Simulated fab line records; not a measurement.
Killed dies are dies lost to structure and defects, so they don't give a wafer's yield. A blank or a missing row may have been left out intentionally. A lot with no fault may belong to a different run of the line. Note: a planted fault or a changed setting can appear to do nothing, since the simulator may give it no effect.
Matching of chambers + flow gf180mcu + 3 sister chambers for GF_V4_CVD_02 on pecvd-03
The step deposits SiO2 from TEOS, target thk 850 nm, time 94.851 s. 3 wafers are shown with their chamber, then 7 later ones without.

WAFERS, EACH WITH ITS CHAMBER
| wafer  | chamber | heaterPowerW (W) |
|--------|---------|------------------|
| L090.4 | 1       | 639              |
| L091.2 | 0       | 692              |
| L091.3 | 2       | 746              |

WAFERS WITH NO CHAMBER GIVEN
| wafer  | heaterPowerW (W) |
|--------|------------------|
| L091.6 | 660              |
| L093.1 | 571              |
| L093.3 | 695              |
| L093.6 | 718              |
| L095.3 | 658              |
| L095.4 | 713              |
| L095.6 | 679              |

THE CHAMBER EACH PASSED THROUGH
| wafer  | from the rows above          | in truth |
|--------|------------------------------|----------|
| L091.6 | can't be placed: 1 or 0      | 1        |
| L093.1 | can't be placed: 1 or 0      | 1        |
| L093.3 | can't be placed: 0 or 2 or 1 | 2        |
| L093.6 | can't be placed: 0 or 2 or 1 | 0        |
| L095.3 | can't be placed: 1 or 0      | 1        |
| L095.4 | can't be placed: 0 or 2 or 1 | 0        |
| L095.6 | can't be placed: 0 or 1 or 2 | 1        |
Correctly placed: 0 of 7. These rows do not allow placing 7 (true chamber among the candidates in 7). Placed wrongly: 0.
How it was worked out, from the rows above alone: a wafer's distance from a chamber is the root of the sum, over the readings, of the square of ((its reading less the chamber's mean) divided by the reading's scatter). The wafer belongs to the nearest chamber; if the next one is less than 2 further off, it can't be placed. Each chamber's mean is taken over the wafers shown for it. The scatter: with one shown wafer a chamber, the root of the mean of the squares of how far each hidden wafer lies from its nearest shown one.
